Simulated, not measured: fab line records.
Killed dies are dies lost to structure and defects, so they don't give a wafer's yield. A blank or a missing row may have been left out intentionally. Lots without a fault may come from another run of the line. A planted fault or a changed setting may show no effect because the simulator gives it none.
Which of the tools did it? || flow gf180mcu || 72 wafers from 24 lots sampled at 6 of the route's 602 steps

== WHAT EACH GAUGE READ, for each wafer ==
GF_HV_LDD_CD_MEAS_46 targets a cd of 400 nm. Usual: cd-nm reads 399.8 nm (standard deviation 2.1).
{"lot": "L074", "measured": "day 12 08:37", "on": "cd-sem-02", "cd-nm (nm)": "399.9 401.2 400.4", "flag": ""}
{"lot": "L075", "measured": "day 12 18:14", "on": "cd-sem-01", "cd-nm (nm)": "397.6 396.5 399.6", "flag": ""}
{"lot": "L076", "measured": "day 13 02:41", "on": "cd-sem-01", "cd-nm (nm)": "400.8 402.0 400.6", "flag": ""}
{"lot": "L077", "measured": "day 13 14:17", "on": "cd-sem-01", "cd-nm (nm)": "400.9 400.7 402.3", "flag": ""}
{"lot": "L078", "measured": "day 13 23:35", "on": "cd-sem-01", "cd-nm (nm)": "401.7 403.1 401.1", "flag": ""}
{"lot": "L079", "measured": "day 14 06:10", "on": "cd-sem-02", "cd-nm (nm)": "397.1 401.2 399.2", "flag": ""}
{"lot": "L080", "measured": "day 14 17:14", "on": "cd-sem-02", "cd-nm (nm)": "400.1 398.6 398.4", "flag": ""}
{"lot": "L081", "measured": "day 14 20:36", "on": "cd-sem-01", "cd-nm (nm)": "400.7 402.6 400.3", "flag": ""}
{"lot": "L082", "measured": "day 15 06:46", "on": "cd-sem-02", "cd-nm (nm)": "405.4 405.5 401.5", "flag": ""}
{"lot": "L083", "measured": "day 15 13:16", "on": "cd-sem-01", "cd-nm (nm)": "400.7 400.2 401.1", "flag": ""}
{"lot": "L084", "measured": "day 15 21:41", "on": "cd-sem-01", "cd-nm (nm)": "401.5 399.8 399.7", "flag": ""}
{"lot": "L085", "measured": "day 16 04:45", "on": "cd-sem-01", "cd-nm (nm)": "399.9 398.9 396.0", "flag": ""}
{"lot": "L086", "measured": "day 16 16:29", "on": "cd-sem-02", "cd-nm (nm)": "403.0 402.6 401.4", "flag": ""}
{"lot": "L087", "measured": "day 16 20:10", "on": "cd-sem-02", "cd-nm (nm)": "400.7 399.2 400.0", "flag": ""}
{"lot": "L088", "measured": "day 17 04:01", "on": "cd-sem-02", "cd-nm (nm)": "398.7 400.9 400.7", "flag": ""}
{"lot": "L089", "measured": "day 17 14:53", "on": "cd-sem-02", "cd-nm (nm)": "398.8 395.4 396.4", "flag": ""}
{"lot": "L090", "measured": "day 17 21:17", "on": "cd-sem-02", "cd-nm (nm)": "396.3 396.7 398.0", "flag": ""}
{"lot": "L091", "measured": "day 18 06:34", "on": "cd-sem-01", "cd-nm (nm)": "398.8 400.0 402.0", "flag": ""}
{"lot": "L092", "measured": "day 18 16:11", "on": "cd-sem-02", "cd-nm (nm)": "399.8 399.3 400.5", "flag": ""}
{"lot": "L093", "measured": "day 19 00:20", "on": "cd-sem-02", "cd-nm (nm)": "396.1 397.6 396.1", "flag": ""}
{"lot": "L094", "measured": "day 19 06:44", "on": "cd-sem-01", "cd-nm (nm)": "401.4 401.9 401.4", "flag": ""}
{"lot": "L095", "measured": "day 19 17:19", "on": "cd-sem-01", "cd-nm (nm)": "398.7 398.8 398.6", "flag": ""}
{"lot": "L096", "measured": "day 20 00:12", "on": "cd-sem-01", "cd-nm (nm)": "400.4 398.3 398.0", "flag": ""}
{"lot": "L097", "measured": "day 20 08:40", "on": "cd-sem-02", "cd-nm (nm)": "396.9 398.9 397.3", "flag": ""}

GF_PSD_TW_MEAS_11. Usual: PSD_TW gives 3209 (standard deviation 19).
{"lot": "L074", "measured": "day 14 05:23", "on": "film-metro-02", "PSD_TW": "3232 3238 3213", "flag": ""}
{"lot": "L075", "measured": "day 14 15:34", "on": "film-metro-01", "PSD_TW": "3183 3171 3200", "flag": ""}
{"lot": "L076", "measured": "day 15 00:44", "on": "film-metro-01", "PSD_TW": "3227 3210 3221", "flag": ""}
{"lot": "L077", "measured": "day 15 13:05", "on": "film-metro-04", "PSD_TW": "3218 3206 3206", "flag": ""}
{"lot": "L078", "measured": "day 15 23:20", "on": "film-metro-02", "PSD_TW": "3225 3215 3205", "flag": ""}
{"lot": "L079", "measured": "day 16 05:31", "on": "film-metro-01", "PSD_TW": "3202 3208 3197", "flag": ""}
{"lot": "L080", "measured": "day 16 18:25", "on": "film-metro-04", "PSD_TW": "3217 3209 3198", "flag": ""}
{"lot": "L081", "measured": "day 16 20:07", "on": "film-metro-02", "PSD_TW": "3215 3219 3225", "flag": ""}
{"lot": "L082", "measured": "day 17 09:46", "on": "film-metro-02", "PSD_TW": "3243 3258 3246", "flag": ""}
{"lot": "L083", "measured": "day 17 15:49", "on": "film-metro-04", "PSD_TW": "3209 3211 3202", "flag": ""}
{"lot": "L084", "measured": "day 18 00:16", "on": "film-metro-01", "PSD_TW": "3203 3194 3186", "flag": ""}
{"lot": "L085", "measured": "day 18 08:46", "on": "film-metro-04", "PSD_TW": "3200 3200 3177", "flag": ""}
{"lot": "L086", "measured": "day 18 20:17", "on": "film-metro-01", "PSD_TW": "3201 3203 3196", "flag": ""}
{"lot": "L087", "measured": "day 18 23:20", "on": "film-metro-02", "PSD_TW": "3213 3230 3230", "flag": ""}
{"lot": "L088", "measured": "day 19 08:43", "on": "film-metro-02", "PSD_TW": "3218 3241 3248", "flag": ""}
{"lot": "L089", "measured": "day 19 18:49", "on": "film-metro-01", "PSD_TW": "3213 3200 3204", "flag": ""}
{"lot": "L090", "measured": "day 20 03:34", "on": "film-metro-01", "PSD_TW": "3207 3212 3181", "flag": ""}
{"lot": "L091", "measured": "day 20 11:31", "on": "film-metro-01", "PSD_TW": "3206 3191 3194", "flag": ""}
{"lot": "L092", "measured": "day 20 21:43", "on": "film-metro-04", "PSD_TW": "3182 3183 3195", "flag": ""}
{"lot": "L093", "measured": "day 21 05:33", "on": "film-metro-04", "PSD_TW": "3200 3216 3221", "flag": ""}
{"lot": "L094", "measured": "day 21 11:36", "on": "film-metro-04", "PSD_TW": "3211 3210 3209", "flag": ""}
{"lot": "L095", "measured": "day 21 22:05", "on": "film-metro-01", "PSD_TW": "3190 3176 3204", "flag": ""}
{"lot": "L096", "measured": "day 22 04:22", "on": "film-metro-01", "PSD_TW": "3187 3172 3191", "flag": ""}
{"lot": "L097", "measured": "day 22 14:06", "on": "film-metro-02", "PSD_TW": "3248 3241 3235", "flag": ""}

GF_M1_OVL_MEAS_15. Usual: M1_OVL gives 1 nm (standard deviation 6.5).
{"lot": "L074", "measured": "day 17 01:35", "on": "overlay-01", "M1_OVL (nm)": "-8 0 -6", "flag": ""}
{"lot": "L075", "measured": "day 17 14:17", "on": "overlay-01", "M1_OVL (nm)": "5 4 6", "flag": ""}
{"lot": "L076", "measured": "day 17 23:52", "on": "overlay-02", "M1_OVL (nm)": "-11 -7 -8", "flag": ""}
{"lot": "L077", "measured": "day 18 13:03", "on": "overlay-01", "M1_OVL (nm)": "5 0 5", "flag": ""}
{"lot": "L078", "measured": "day 19 01:07", "on": "overlay-01", "M1_OVL (nm)": "-4 -5 -1", "flag": ""}
{"lot": "L079", "measured": "day 19 07:41", "on": "overlay-01", "M1_OVL (nm)": "-10 -7 -2", "flag": ""}
{"lot": "L080", "measured": "day 19 23:05", "on": "overlay-01", "M1_OVL (nm)": "-11 -7 -5", "flag": ""}
{"lot": "L081", "measured": "day 20 00:02", "on": "overlay-01", "M1_OVL (nm)": "-1 4 4", "flag": ""}
{"lot": "L082", "measured": "day 20 14:19", "on": "overlay-01", "M1_OVL (nm)": "6 7 3", "flag": ""}
{"lot": "L083", "measured": "day 20 19:20", "on": "overlay-01", "M1_OVL (nm)": "0 -4 -2", "flag": ""}
{"lot": "L084", "measured": "day 21 04:35", "on": "overlay-02", "M1_OVL (nm)": "6 -2 2", "flag": ""}
{"lot": "L085", "measured": "day 21 13:56", "on": "overlay-02", "M1_OVL (nm)": "9 8 9", "flag": ""}
{"lot": "L086", "measured": "day 22 01:23", "on": "overlay-02", "M1_OVL (nm)": "3 1 4", "flag": ""}
{"lot": "L087", "measured": "day 22 03:59", "on": "overlay-02", "M1_OVL (nm)": "10 4 11", "flag": ""}
{"lot": "L088", "measured": "day 22 12:59", "on": "overlay-02", "M1_OVL (nm)": "11 6 13", "flag": ""}
{"lot": "L089", "measured": "day 22 21:14", "on": "overlay-01", "M1_OVL (nm)": "9 9 11", "flag": ""}
{"lot": "L090", "measured": "day 23 06:29", "on": "overlay-01", "M1_OVL (nm)": "7 8 11", "flag": ""}
{"lot": "L091", "measured": "day 23 14:35", "on": "overlay-01", "M1_OVL (nm)": "11 6 6", "flag": ""}
{"lot": "L092", "measured": "day 23 23:03", "on": "overlay-01", "M1_OVL (nm)": "-1 0 -1", "flag": ""}
{"lot": "L093", "measured": "day 24 07:17", "on": "overlay-02", "M1_OVL (nm)": "-9 -6 -7", "flag": ""}
{"lot": "L094", "measured": "day 24 11:08", "on": "overlay-01", "M1_OVL (nm)": "-4 7 -2", "flag": ""}
{"lot": "L095", "measured": "day 24 21:06", "on": "overlay-02", "M1_OVL (nm)": "-1 -1 -1", "flag": ""}
{"lot": "L096", "measured": "day 25 04:04", "on": "overlay-02", "M1_OVL (nm)": "2 -5 -8", "flag": ""}
{"lot": "L097", "measured": "day 25 12:44", "on": "overlay-02", "M1_OVL (nm)": "12 9 5", "flag": ""}

GF_V1_OVL_MEAS_15. Usual: V1_OVL gives 0 nm (standard deviation 5.1).
{"lot": "L074", "measured": "day 18 02:56", "on": "overlay-01", "V1_OVL (nm)": "4 8 6", "flag": ""}
{"lot": "L075", "measured": "day 18 15:41", "on": "overlay-01", "V1_OVL (nm)": "9 0 13", "flag": ""}
{"lot": "L076", "measured": "day 19 02:08", "on": "overlay-01", "V1_OVL (nm)": "0 5 6", "flag": ""}
{"lot": "L077", "measured": "day 19 15:21", "on": "overlay-02", "V1_OVL (nm)": "-1 -4 0", "flag": ""}
{"lot": "L078", "measured": "day 20 03:11", "on": "overlay-01", "V1_OVL (nm)": "-9 1 -2", "flag": ""}
{"lot": "L079", "measured": "day 20 09:20", "on": "overlay-01", "V1_OVL (nm)": "-6 -1 -10", "flag": ""}
{"lot": "L080", "measured": "day 21 01:41", "on": "overlay-01", "V1_OVL (nm)": "-1 10 9", "flag": ""}
{"lot": "L081", "measured": "day 21 01:59", "on": "overlay-02", "V1_OVL (nm)": "4 -3 -8", "flag": ""}
{"lot": "L082", "measured": "day 21 15:50", "on": "overlay-01", "V1_OVL (nm)": "7 2 1", "flag": ""}
{"lot": "L083", "measured": "day 21 21:25", "on": "overlay-01", "V1_OVL (nm)": "-3 -1 -4", "flag": ""}
{"lot": "L084", "measured": "day 22 05:50", "on": "overlay-02", "V1_OVL (nm)": "0 3 -2", "flag": ""}
{"lot": "L085", "measured": "day 22 14:46", "on": "overlay-02", "V1_OVL (nm)": "0 6 4", "flag": ""}
{"lot": "L086", "measured": "day 23 02:32", "on": "overlay-02", "V1_OVL (nm)": "-8 -1 -7", "flag": ""}
{"lot": "L087", "measured": "day 23 04:38", "on": "overlay-01", "V1_OVL (nm)": "-3 -3 -3", "flag": ""}
{"lot": "L088", "measured": "day 23 13:38", "on": "overlay-01", "V1_OVL (nm)": "-13 -4 -10", "flag": ""}
{"lot": "L089", "measured": "day 23 21:37", "on": "overlay-02", "V1_OVL (nm)": "5 5 2", "flag": ""}
{"lot": "L090", "measured": "day 24 06:56", "on": "overlay-02", "V1_OVL (nm)": "2 2 -2", "flag": ""}
{"lot": "L091", "measured": "day 24 14:38", "on": "overlay-02", "V1_OVL (nm)": "5 3 4", "flag": ""}
{"lot": "L092", "measured": "day 24 23:00", "on": "overlay-01", "V1_OVL (nm)": "6 0 -4", "flag": ""}
{"lot": "L093", "measured": "day 25 07:01", "on": "overlay-02", "V1_OVL (nm)": "-5 -7 -4", "flag": ""}
{"lot": "L094", "measured": "day 25 09:54", "on": "overlay-01", "V1_OVL (nm)": "3 1 3", "flag": ""}
{"lot": "L095", "measured": "day 25 19:54", "on": "overlay-02", "V1_OVL (nm)": "5 -3 0", "flag": ""}
{"lot": "L096", "measured": "day 26 02:50", "on": "overlay-02", "V1_OVL (nm)": "-2 4 3", "flag": ""}
{"lot": "L097", "measured": "day 26 11:40", "on": "overlay-01", "V1_OVL (nm)": "1 -4 -6", "flag": ""}

== TOOL THAT RAN EACH LOT (tool first, then ch and the chambers of the sampled wafers, then the start) ==
{"lot": "L074", "GF_STI_ETCH_14": "rie-si-02 ch 1,2, day 2 01:10", "GF_CONTACT_ETCH_17": "rie-diel-02 ch 0,2, day 17 01:35 or earlier"}
{"lot": "L075", "GF_STI_ETCH_14": "rie-si-02 ch 0,1,3, day 2 06:31", "GF_CONTACT_ETCH_17": "rie-diel-04 ch 0,3, day 17 14:17 or earlier"}
{"lot": "L076", "GF_STI_ETCH_14": "rie-si-01 ch 1,3, day 2 11:55", "GF_CONTACT_ETCH_17": "rie-diel-03 ch 0,1, day 17 23:52 or earlier"}
{"lot": "L077", "GF_STI_ETCH_14": "rie-si-01 ch 0,1, day 2 17:25", "GF_CONTACT_ETCH_17": "rie-diel-03 ch 0,1,2, day 18 13:03 or earlier"}
{"lot": "L078", "GF_STI_ETCH_14": "rie-si-01 ch 2,3, day 2 23:01", "GF_CONTACT_ETCH_17": "rie-diel-02 ch 0,2, day 19 01:07 or earlier"}
{"lot": "L079", "GF_STI_ETCH_14": "rie-si-02 ch 2,3, day 3 04:04", "GF_CONTACT_ETCH_17": "rie-diel-03 ch 1,2, day 19 07:41 or earlier"}
{"lot": "L080", "GF_STI_ETCH_14": "rie-si-01 ch 0,1,3, day 3 08:34", "GF_CONTACT_ETCH_17": "rie-diel-02 ch 0,2, day 19 23:05 or earlier"}
{"lot": "L081", "GF_STI_ETCH_14": "rie-si-01 ch 0,3, day 3 14:46", "GF_CONTACT_ETCH_17": "rie-diel-03 ch 0,1, day 20 00:02 or earlier"}
{"lot": "L082", "GF_STI_ETCH_14": "rie-si-01 ch 1,3, day 3 19:03", "GF_CONTACT_ETCH_17": "rie-diel-04 ch 2, day 20 14:19 or earlier"}
{"lot": "L083", "GF_STI_ETCH_14": "rie-si-02 ch 0,1,3, day 3 23:31", "GF_CONTACT_ETCH_17": "rie-diel-03 ch 0,2, day 20 19:20 or earlier"}
{"lot": "L084", "GF_STI_ETCH_14": "rie-si-01 ch 0,1,3, day 4 05:51", "GF_CONTACT_ETCH_17": "rie-diel-02 ch 1,2,3, day 21 04:35 or earlier"}
{"lot": "L085", "GF_STI_ETCH_14": "rie-si-02 ch 1,2,3, day 4 10:39", "GF_CONTACT_ETCH_17": "rie-diel-03 ch 2,3, day 21 13:56 or earlier"}
{"lot": "L086", "GF_STI_ETCH_14": "rie-si-01 ch 0,1,3, day 4 15:18", "GF_CONTACT_ETCH_17": "rie-diel-02 ch 0,2,3, day 22 01:23 or earlier"}
{"lot": "L087", "GF_STI_ETCH_14": "rie-si-02 ch 2,3, day 4 21:26", "GF_CONTACT_ETCH_17": "rie-diel-03 ch 0,3, day 22 03:59 or earlier"}
{"lot": "L088", "GF_STI_ETCH_14": "rie-si-01 ch 0,1,2, day 5 01:30", "GF_CONTACT_ETCH_17": "rie-diel-03 ch 0,2,3, day 22 12:59 or earlier"}
{"lot": "L089", "GF_STI_ETCH_14": "rie-si-01 ch 1,3, day 5 06:12", "GF_CONTACT_ETCH_17": "rie-diel-03 ch 0,1,3, day 22 21:14 or earlier"}
{"lot": "L090", "GF_STI_ETCH_14": "rie-si-01 ch 1,2, day 5 13:21", "GF_CONTACT_ETCH_17": "rie-diel-04 ch 0,1, day 23 06:29 or earlier"}
{"lot": "L091", "GF_STI_ETCH_14": "rie-si-02 ch 0,1,3, day 5 17:09", "GF_CONTACT_ETCH_17": "rie-diel-03 ch 0,1,2, day 23 14:35 or earlier"}
{"lot": "L092", "GF_STI_ETCH_14": "rie-si-01 ch 2,3, day 6 00:31", "GF_CONTACT_ETCH_17": "rie-diel-03 ch 0,2,3, day 23 23:03 or earlier"}
{"lot": "L093", "GF_STI_ETCH_14": "rie-si-02 ch 1,2, day 6 03:01", "GF_CONTACT_ETCH_17": "rie-diel-03 ch 0,2,3, day 24 07:17 or earlier"}
{"lot": "L094", "GF_STI_ETCH_14": "rie-si-02 ch 0,2,3, day 6 08:45", "GF_CONTACT_ETCH_17": "rie-diel-03 ch 2,3, day 24 11:08 or earlier"}
{"lot": "L095", "GF_STI_ETCH_14": "rie-si-01 ch 0,1, day 6 15:41", "GF_CONTACT_ETCH_17": "rie-diel-02 ch 0,3, day 24 21:06 or earlier"}
{"lot": "L096", "GF_STI_ETCH_14": "rie-si-01 ch 0,1, day 6 18:41", "GF_CONTACT_ETCH_17": "rie-diel-03 ch 0,1,3, day 25 04:04 or earlier"}
{"lot": "L097", "GF_STI_ETCH_14": "rie-si-02 ch 1,2,3, day 6 23:49", "GF_CONTACT_ETCH_17": "rie-diel-02 ch 0,2,3, day 25 12:44 or earlier"}
- GF_STI_ETCH_14: etches Si in HBr/Cl2/O2, target depth 360 nm, time 102.9 s.
- GF_CONTACT_ETCH_17: etches SiO2 in C4F8/O2/Ar, stops on CoSi2, target depth 860 nm.

== WHAT THE TOOLS THEMSELVES READ (means of the sampled wafers that have a number; where no wafer has one, the mark that the record gives instead) ==
GF_STI_ETCH_14. Usual: drypump-motor-current-A 5.6 A, standard deviation 0.42; he-backside-leak-sccm 2.8 sccm, standard deviation 0.37; oes-product-au 1.006 a.u., standard deviation 0.01; throttle-valve-pct 25.651 %, standard deviation 0.01.
{"lot": "L074", "tool": "rie-si-02", "drypump-motor-current-A (A)": 5.9, "he-backside-leak-sccm (sccm)": 2.7, "oes-product-au (a.u.)": 1.011, "throttle-valve-pct (%)": 25.652, "flag": ""}
{"lot": "L075", "tool": "rie-si-02", "drypump-motor-current-A (A)": 5.6, "he-backside-leak-sccm (sccm)": 2.7, "oes-product-au (a.u.)": 0.999, "throttle-valve-pct (%)": 25.654, "flag": ""}
{"lot": "L076", "tool": "rie-si-01", "drypump-motor-current-A (A)": 5.5, "he-backside-leak-sccm (sccm)": 2.5, "oes-product-au (a.u.)": 1.011, "throttle-valve-pct (%)": 25.653, "flag": ""}
{"lot": "L077", "tool": "rie-si-01", "drypump-motor-current-A (A)": 5.7, "he-backside-leak-sccm (sccm)": 2.8, "oes-product-au (a.u.)": 0.997, "throttle-valve-pct (%)": 25.652, "flag": ""}
{"lot": "L078", "tool": "rie-si-01", "drypump-motor-current-A (A)": 5.2, "he-backside-leak-sccm (sccm)": 2.5, "oes-product-au (a.u.)": 1.011, "throttle-valve-pct (%)": 25.649, "flag": ""}
{"lot": "L079", "tool": "rie-si-02", "drypump-motor-current-A (A)": 5.8, "he-backside-leak-sccm (sccm)": 2.9, "oes-product-au (a.u.)": 1.016, "throttle-valve-pct (%)": 25.647, "flag": ""}
{"lot": "L080", "tool": "rie-si-01", "drypump-motor-current-A (A)": 5.8, "he-backside-leak-sccm (sccm)": 2.7, "oes-product-au (a.u.)": 1.003, "throttle-valve-pct (%)": 25.655, "flag": ""}
{"lot": "L081", "tool": "rie-si-01", "drypump-motor-current-A (A)": 6.1, "he-backside-leak-sccm (sccm)": 2.8, "oes-product-au (a.u.)": 1.000, "throttle-valve-pct (%)": 25.653, "flag": ""}
{"lot": "L082", "tool": "rie-si-01", "drypump-motor-current-A (A)": 5.5, "he-backside-leak-sccm (sccm)": 2.7, "oes-product-au (a.u.)": 1.003, "throttle-valve-pct (%)": 25.654, "flag": ""}
{"lot": "L083", "tool": "rie-si-02", "drypump-motor-current-A (A)": 5.7, "he-backside-leak-sccm (sccm)": 2.7, "oes-product-au (a.u.)": 1.006, "throttle-valve-pct (%)": 25.649, "flag": ""}
{"lot": "L084", "tool": "rie-si-01", "drypump-motor-current-A (A)": 5.8, "he-backside-leak-sccm (sccm)": 2.7, "oes-product-au (a.u.)": 1.001, "throttle-valve-pct (%)": 25.649, "flag": ""}
{"lot": "L085", "tool": "rie-si-02", "drypump-motor-current-A (A)": 5.9, "he-backside-leak-sccm (sccm)": 2.8, "oes-product-au (a.u.)": 1.016, "throttle-valve-pct (%)": 25.660, "flag": ""}
{"lot": "L086", "tool": "rie-si-01", "drypump-motor-current-A (A)": 5.8, "he-backside-leak-sccm (sccm)": 3.6, "oes-product-au (a.u.)": 1.000, "throttle-valve-pct (%)": 25.661, "flag": ""}
{"lot": "L087", "tool": "rie-si-02", "drypump-motor-current-A (A)": 5.8, "he-backside-leak-sccm (sccm)": 3.8, "oes-product-au (a.u.)": 1.007, "throttle-valve-pct (%)": 25.647, "flag": ""}
{"lot": "L088", "tool": "rie-si-01", "drypump-motor-current-A (A)": 5.6, "he-backside-leak-sccm (sccm)": 2.8, "oes-product-au (a.u.)": 1.010, "throttle-valve-pct (%)": 25.654, "flag": ""}
{"lot": "L089", "tool": "rie-si-01", "drypump-motor-current-A (A)": 5.5, "he-backside-leak-sccm (sccm)": 2.5, "oes-product-au (a.u.)": 1.006, "throttle-valve-pct (%)": 25.654, "flag": ""}
{"lot": "L090", "tool": "rie-si-01", "drypump-motor-current-A (A)": 5.3, "he-backside-leak-sccm (sccm)": 2.5, "oes-product-au (a.u.)": 1.003, "throttle-valve-pct (%)": 25.652, "flag": ""}
{"lot": "L091", "tool": "rie-si-02", "drypump-motor-current-A (A)": 5.7, "he-backside-leak-sccm (sccm)": 2.7, "oes-product-au (a.u.)": 1.010, "throttle-valve-pct (%)": 25.651, "flag": ""}
{"lot": "L092", "tool": "rie-si-01", "drypump-motor-current-A (A)": 5.2, "he-backside-leak-sccm (sccm)": 2.6, "oes-product-au (a.u.)": 1.014, "throttle-valve-pct (%)": 25.634, "flag": ""}
{"lot": "L093", "tool": "rie-si-02", "drypump-motor-current-A (A)": 5.9, "he-backside-leak-sccm (sccm)": 2.7, "oes-product-au (a.u.)": 1.006, "throttle-valve-pct (%)": 25.651, "flag": ""}
{"lot": "L094", "tool": "rie-si-02", "drypump-motor-current-A (A)": 5.7, "he-backside-leak-sccm (sccm)": 2.7, "oes-product-au (a.u.)": 1.006, "throttle-valve-pct (%)": 25.655, "flag": ""}
{"lot": "L095", "tool": "rie-si-01", "drypump-motor-current-A (A)": 6.0, "he-backside-leak-sccm (sccm)": 2.9, "oes-product-au (a.u.)": 0.999, "throttle-valve-pct (%)": 25.649, "flag": ""}
{"lot": "L096", "tool": "rie-si-01", "drypump-motor-current-A (A)": 5.7, "he-backside-leak-sccm (sccm)": 2.7, "oes-product-au (a.u.)": 0.998, "throttle-valve-pct (%)": 25.655, "flag": ""}
{"lot": "L097", "tool": "rie-si-02", "drypump-motor-current-A (A)": 5.9, "he-backside-leak-sccm (sccm)": 2.7, "oes-product-au (a.u.)": 1.016, "throttle-valve-pct (%)": 25.647, "flag": ""}

GF_CONTACT_ETCH_17. Usual: oes-product-au reads 0.814 a.u. (standard deviation 0.005).
{"lot": "L074", "tool": "rie-diel-02", "oes-product-au (a.u.)": 0.811, "flag": ""}
{"lot": "L075", "tool": "rie-diel-04", "oes-product-au (a.u.)": 0.816, "flag": ""}
{"lot": "L076", "tool": "rie-diel-03", "oes-product-au (a.u.)": 0.820, "flag": ""}
{"lot": "L077", "tool": "rie-diel-03", "oes-product-au (a.u.)": 0.813, "flag": ""}
{"lot": "L078", "tool": "rie-diel-02", "oes-product-au (a.u.)": 0.812, "flag": ""}
{"lot": "L079", "tool": "rie-diel-03", "oes-product-au (a.u.)": 0.813, "flag": ""}
{"lot": "L080", "tool": "rie-diel-02", "oes-product-au (a.u.)": 0.811, "flag": ""}
{"lot": "L081", "tool": "rie-diel-03", "oes-product-au (a.u.)": 0.812, "flag": ""}
{"lot": "L082", "tool": "rie-diel-04", "oes-product-au (a.u.)": 0.806, "flag": ""}
{"lot": "L083", "tool": "rie-diel-03", "oes-product-au (a.u.)": 0.819, "flag": ""}
{"lot": "L084", "tool": "rie-diel-02", "oes-product-au (a.u.)": 0.814, "flag": ""}
{"lot": "L085", "tool": "rie-diel-03", "oes-product-au (a.u.)": 0.818, "flag": ""}
{"lot": "L086", "tool": "rie-diel-02", "oes-product-au (a.u.)": 0.819, "flag": ""}
{"lot": "L087", "tool": "rie-diel-03", "oes-product-au (a.u.)": 0.816, "flag": ""}
{"lot": "L088", "tool": "rie-diel-03", "oes-product-au (a.u.)": 0.811, "flag": ""}
{"lot": "L089", "tool": "rie-diel-03", "oes-product-au (a.u.)": 0.817, "flag": ""}
{"lot": "L090", "tool": "rie-diel-04", "oes-product-au (a.u.)": 0.813, "flag": ""}
{"lot": "L091", "tool": "rie-diel-03", "oes-product-au (a.u.)": 0.816, "flag": ""}
{"lot": "L092", "tool": "rie-diel-03", "oes-product-au (a.u.)": 0.814, "flag": ""}
{"lot": "L093", "tool": "rie-diel-03", "oes-product-au (a.u.)": 0.811, "flag": ""}
{"lot": "L094", "tool": "rie-diel-03", "oes-product-au (a.u.)": 0.812, "flag": ""}
{"lot": "L095", "tool": "rie-diel-02", "oes-product-au (a.u.)": 0.818, "flag": ""}
{"lot": "L096", "tool": "rie-diel-03", "oes-product-au (a.u.)": 0.809, "flag": ""}
{"lot": "L097", "tool": "rie-diel-02", "oes-product-au (a.u.)": 0.813, "flag": ""}

== THE ANSWER, worked out from the rows above alone ==
Rule: take the mean of a lot's wafers that have a number; if it is more than 3 standard deviations from the usual mean, the lot is off. A lot without any number at a reading at which 4 lots or more have one is off too. The other lots that the step has rows for count as sound. After the gauges, taken in route order, come the tools' own readings; for these a lot's mean is taken, as printed above. The first step at which some lot is off is used, and at that step the reading that is off furthest; a lot without a number counts as furthest.
Across all readings shown, no lot is off: no conclusion can be drawn from this.

== WHAT THE SIMULATOR PUT IN ==
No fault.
